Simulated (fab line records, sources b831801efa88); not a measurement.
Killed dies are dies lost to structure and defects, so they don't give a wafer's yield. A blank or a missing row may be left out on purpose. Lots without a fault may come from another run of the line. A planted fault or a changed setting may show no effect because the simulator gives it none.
Which tool did it? | flow gf180mcu | 13 lots, 39 wafers sampled, at 2 steps of a route of 602

WHAT THE GAUGES READ, wafer by wafer
GF_M3_THK_MEAS_06: measures by xrf.
lot  | measured     | on            | M3_ALCU_THK (nm)
L953 | day 20 15:44 | film_metro-02 | 448 449 445
L956 | day 21 22:17 | film_metro-01 | 460 453 450
L957 | day 22 08:46 | film_metro-02 | 448 450 447
L958 | day 22 10:48 | film_metro-01 | 455 458 462
L959 | day 23 04:16 | film_metro-04 | 455 451 451
L960 | day 23 07:09 | film_metro-02 | 449 445 450
L961 | day 23 14:06 | film_metro-01 | 450 441 443
L962 | day 24 04:26 | film_metro-02 | 447 453 456
L963 | day 24 12:30 | film_metro-02 | 448 450 449
L964 | day 24 18:49 | film_metro-04 | 443 453 453
L968 | day 26 02:51 | film_metro-02 | 459 446 449
L974 | day 27 16:34 | film_metro-02 | 457 449 448
L975 | day 28 08:50 | film_metro-02 | 456 462 460

GF_M3_OVL_MEAS_15.
lot  | measured     | on         | M3_OVL (nm)
L953 | day 21 15:10 | overlay-01 | 0 3 1
L956 | day 22 21:37 | overlay-02 | 3 7 7
L957 | day 23 07:17 | overlay-02 | 8 8 9
L958 | day 23 09:32 | overlay-02 | 5 0 9
L959 | day 24 02:15 | overlay-01 | 1 1 -4
L960 | day 24 05:17 | overlay-01 | 9 10 7
L961 | day 24 12:00 | overlay-02 | 1 4 0
L962 | day 25 02:56 | overlay-01 | -1 6 8
L963 | day 25 10:14 | overlay-01 | 4 5 -1
L964 | day 25 15:38 | overlay-02 | 5 2 5
L968 | day 26 22:41 | overlay-02 | 12 12 9
L974 | day 28 12:18 | overlay-01 | 8 4 2
L975 | day 29 04:00 | overlay-01 | 14 8 10

WHICH TOOL RAN EACH LOT (tool, then ch and the chambers of the sampled wafers, then the start)
The record holds no process step before these readings.

WHAT THE TOOLS THEMSELVES READ (means of the sampled wafers that have a number; where no wafer has one, the mark that the record gives instead)
The record holds no such reading with a usual standard deviation.

THE ANSWER, worked out from the rows above alone
Rule: what is usual is taken from the lots themselves. Put in order of their means at a reading, lots are off if they are a third of the lots or fewer, leave a main group of 4 or more, and stand apart from it by a gap of 3 or more times the standard deviation of the main group's means; of several such gaps the widest counts. A main group whose means are all the same, to the digits that the tables above print for the reading, isn't used. A lot without any number at a reading at which 4 lots or more have one is off too. The other lots that the step has rows for count as sound. The gauges are gone through in route order, then the tools' own readings, and for those a lot's mean is taken as printed above. The first step at which some lot is off is used, and at that step the reading that is off furthest; a lot without a number counts as furthest.
No lot is off at any reading shown: from this, nothing can be told.

WHAT THE SIMULATOR HAD PUT IN
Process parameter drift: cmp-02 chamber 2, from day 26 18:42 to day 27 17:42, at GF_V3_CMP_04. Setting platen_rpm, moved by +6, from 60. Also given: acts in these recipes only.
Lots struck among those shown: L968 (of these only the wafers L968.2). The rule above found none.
